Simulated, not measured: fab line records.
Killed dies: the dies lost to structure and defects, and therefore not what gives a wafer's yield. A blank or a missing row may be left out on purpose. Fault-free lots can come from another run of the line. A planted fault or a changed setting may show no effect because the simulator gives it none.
Code-filled problem report in 8D (eight disciplines) form	flow gf180mcu	the parts of the form that need people (team, actions taken, sign-off) are left out

== 1. WHAT IS WRONG ==
cd nm at GF_STI_CD_MEAS_12 reads a mean of 227.1 nm on 6 wafers of 2 lots; wafers without a fault read 219.8 nm with a standard deviation of 1.3. That puts it +5.6 standard deviations away from the usual mean.
The step: target cd 220 nm.
First observed at day 5 00:56: wafer L850.2, on cd sem-01. At this step, 39 wafers from 13 lots have a number in the record. The rule behind "out" and "out of limits": a value lying over 4 standard deviations away from the usual mean. The other wafers with a number count as sound.

== 2. WHAT IT IS, AND WHAT IT ISN'T ==
question	is	is not
which readings at this step	cd nm	-
which lots	L850, L852	L836, L838, L840, L841, L843, L845, L846, L848, L849, L851, L858
which wafers of those lots	all that have a number	-
read on which gauges	cd sem-01, cd sem-02	-
when	from day 5 00:56	up to then (27 sound wafers); but 6 sound wafers of L851, L858 came after

== 3. THE SUSPECTS, EACH WITH WHAT RULES IT OUT ==
Counting: a tool stays on the suspect list if, at a process step up to the reading, it processed all lots that are out and no sound lot following the first of them.
- the gauge at GF_STI_CD_MEAS_12: ruled out. 2 gauges (cd sem-01, cd sem-02) read the wafers that are out.
- litho track-03 at GF_STI_SOFTBAKE_08 (time 60 s): kept. It ran every lot that is out, first L850 (day 4 18:02), and no sound lot after that; its last sound lot up to then is L846 (day 3 22:16). Its own readings are out on those wafers: heater power total W, plate temp C.
Left after counting: litho track-03 at GF_STI_SOFTBAKE_08.

== 4. THE CAUSE (what the simulator had put in) ==
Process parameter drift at GF_STI_SOFTBAKE_08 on litho track-03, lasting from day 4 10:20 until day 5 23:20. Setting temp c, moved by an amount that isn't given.
Only this tool survived the counting.

== 5. THE EFFECT CHAIN, in route order ==
One row per reading whose mean, taken over the struck wafers that have a number, lies over 3 standard deviations from the usual. Scope: only readings with a usual standard deviation given in the record; hours: median across lots of the time from each lot's start at the first step in this table that gives one to its start at this step; sigmas: change in usual standard deviations.
hours	step	reading	usual	on struck wafers	change	sigmas
0	GF_STI_SOFTBAKE_08	heater power total W	93.05 W	90.47	-2.58	-44
0	GF_STI_SOFTBAKE_08	plate temp C	130.01 C	127.29	-2.72	-18
7	GF_STI_CD_MEAS_12	cd nm	219.8 nm	227.1	+7.3	+5.6
The process steps in it:
- GF_STI_SOFTBAKE_08: time 60 s.
Later measuring or inspecting steps at which every struck wafer that the step has a row for has a number for every such reading, and none has moved that far: GF_V1_RS_MEAS_24.

== 6. WHAT WOULD HAVE CAUGHT IT SOONER ==
Counted from the fault's start at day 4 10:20, it took 15 hours until the first out-of-limits reading at a measuring or inspecting step in this record, taken at day 5 00:56.
Tool's own readings at GF_STI_SOFTBAKE_08, heater power total W, plate temp C: out on all struck wafers the step has rows for; an alarm limit on them would have tripped on the first.
Lots out: 2; of these, L852 started GF_STI_SOFTBAKE_08 on litho track-03 after day 5 00:56. A tool hold placed at that time would have kept it from harm.
